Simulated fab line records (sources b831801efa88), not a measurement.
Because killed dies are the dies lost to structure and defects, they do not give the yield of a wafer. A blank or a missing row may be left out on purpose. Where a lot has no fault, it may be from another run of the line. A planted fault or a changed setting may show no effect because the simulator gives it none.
Which of the tools did it? | flow sky130 | at 1 step of a route of 708, 24 lots with 72 wafers sampled

== WHAT THE GAUGES SHOWED, per wafer ==
SKY_VT_ADJUST_HVTR_OVL_MEAS_08. Usual: VT_ADJUST_HVTR_OVL typically reads 1.2 nm, with standard deviation 1.4.
lot  | measured     | on         | VT_ADJUST_HVTR_OVL (nm) | flag
L074 | day 9 21:14  | overlay-01 | 1.9 -0.6 -0.1           |
L075 | day 9 23:27  | overlay-02 | 0.8 1.8 2.3             |
L076 | day 10 01:36 | overlay-02 | 0.5 -0.1 2.3            |
L077 | day 10 09:50 | overlay-02 | 3.4 5.2 2.6             |
L078 | day 10 23:54 | overlay-02 | 4.5 3.9 3.7             |
L079 | day 11 02:58 | overlay-01 | 2.1 3.7 2.7             |
L080 | day 11 09:24 | overlay-02 | 2.5 2.5 0.0             |
L081 | day 11 16:55 | overlay-01 | -1.0 -2.1 0.4           |
L082 | day 11 22:07 | overlay-01 | 1.5 0.7 -0.3            |
L083 | day 12 05:59 | overlay-02 | 1.5 2.8 1.7             |
L084 | day 12 11:18 | overlay-02 | -1.7 0.1 -0.2           |
L085 | day 12 20:49 | overlay-02 | 2.2 0.2 2.2             |
L086 | day 13 07:02 | overlay-01 | 0.1 0.0 -1.5            |
L087 | day 13 16:04 | overlay-02 | 2.3 1.1 1.3             |
L088 | day 13 20:36 | overlay-01 | 0.1 -0.3 1.0            |
L089 | day 14 04:52 | overlay-01 | 0.9 1.1 1.4             |
L090 | day 14 08:37 | overlay-02 | 2.5 2.8 2.3             |
L091 | day 14 19:16 | overlay-02 | -1.0 0.5 -0.2           |
L092 | day 15 01:38 | overlay-02 | -0.1 -0.3 -0.9          |
L093 | day 15 05:43 | overlay-01 | 2.0 1.6 1.7             |
L094 | day 15 13:23 | overlay-02 | 2.5 2.0 3.0             |
L095 | day 15 22:59 | overlay-01 | 2.0 0.4 0.0             |
L096 | day 16 22:01 | overlay-02 | 2.2 1.7 2.0             |
L097 | day 16 23:19 | overlay-02 | 0.0 0.9 -0.2            |

== EACH LOT AND THE TOOL THAT RAN IT (in order: tool; ch and the chambers of the sampled wafers; start) ==
The record shows no process step preceding these readings.

== AS READ BY THE TOOLS THEMSELVES (means over the sampled wafers that have a number; for cases with no such wafer, the mark the record gives instead) ==
The record holds no such reading with a usual standard deviation.

== THE ANSWER, worked out from the rows above alone ==
Rule: a lot counts as off when the mean over its wafers that have a number is more than 3 standard deviations away from the usual mean. Also off: a lot with no number at a reading for which 4 or more lots have one. Where the step has rows for the other lots, those lots are counted as sound. First the gauges in route order, then the tools' own readings, where a lot's mean is used as printed above. At the first step where some lot is off, the reading lying furthest off is the one used; lots without a number count as furthest.
Across all readings shown, no lot is off: no conclusion can be drawn from this.

== WHAT THE SIMULATOR HAD INSERTED ==
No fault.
